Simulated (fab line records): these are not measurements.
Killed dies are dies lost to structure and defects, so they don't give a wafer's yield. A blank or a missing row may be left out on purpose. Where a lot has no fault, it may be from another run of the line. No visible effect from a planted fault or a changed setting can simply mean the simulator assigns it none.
2 desks looking at one fault + flow gf180mcu + what lay behind the numbers comes last; until then each desk has only its own

FOR THE TOOL OWNER'S DESK: iline stepper-02
The tool's own readings at GF_NSD_EXPOSE_04 (exposes mask Nplus, target cd 400 nm): means of the sampled wafers that have a number, for each lot that ran on this tool. Marked OUT: a lot whose mean sits more than 4 standard deviations from the usual mean, which makes it out of limits; the brackets give that distance.
Columns: A = exposure dose mJ cm2 at GF_NSD_EXPOSE_04, usual 139.99; B = focus offset nm at GF_NSD_EXPOSE_04, usual -0.1 nm
| lot  | first seen here | A      | B    |
|------|-----------------|--------|------|
| L427 | day 13 18:58    | 140.06 | -0.4 |
| L439 | day 18 01:13    | 139.97 | -0.2 |
This desk's finding: nothing out of limits on any of the 2 lots.

AT THE METROLOGY DESK
What the gauges read, lot by lot, whatever tool the lot ran on: means of the sampled wafers that have a number. Marked OUT: a lot whose mean sits more than 4 standard deviations from the usual mean, which makes it out of limits; the brackets give that distance.
Columns: A = HV_LDD_RS at GF_HV_LDD_RS_MEAS_53, usual 417.8 ohm/sq; B = HV_LDD_CVD_54_THK at GF_HV_LDD_THK_MEAS_55, usual 10.08 nm; C = HV_LDD_CVD_56_THK at GF_HV_LDD_THK_MEAS_57, usual 90.4 nm
| lot  | first seen here | A     | B     | C    |
|------|-----------------|-------|-------|------|
| L427 | day 13 03:11    | 418.3 | 10.20 | 90.5 |
| L429 | day 14 08:32    | 417.8 | 10.02 | 92.0 |
| L430 | day 14 18:05    | 417.6 | 10.37 | 90.1 |
| L439 | day 17 11:26    | 416.3 | 10.17 | 91.1 |
| L443 | day 18 11:51    | 416.2 | 9.74  | 90.5 |
| L446 | day 19 14:12    | 417.5 | 9.99  | 89.6 |
This desk's finding: nothing out of limits on any of the 6 lots.

ALL TOGETHER
The desk of the tool owner found nothing out of limits.
From the metrology desk's view, nothing was out of limits.

WHAT WAS PUT IN BY THE SIMULATOR
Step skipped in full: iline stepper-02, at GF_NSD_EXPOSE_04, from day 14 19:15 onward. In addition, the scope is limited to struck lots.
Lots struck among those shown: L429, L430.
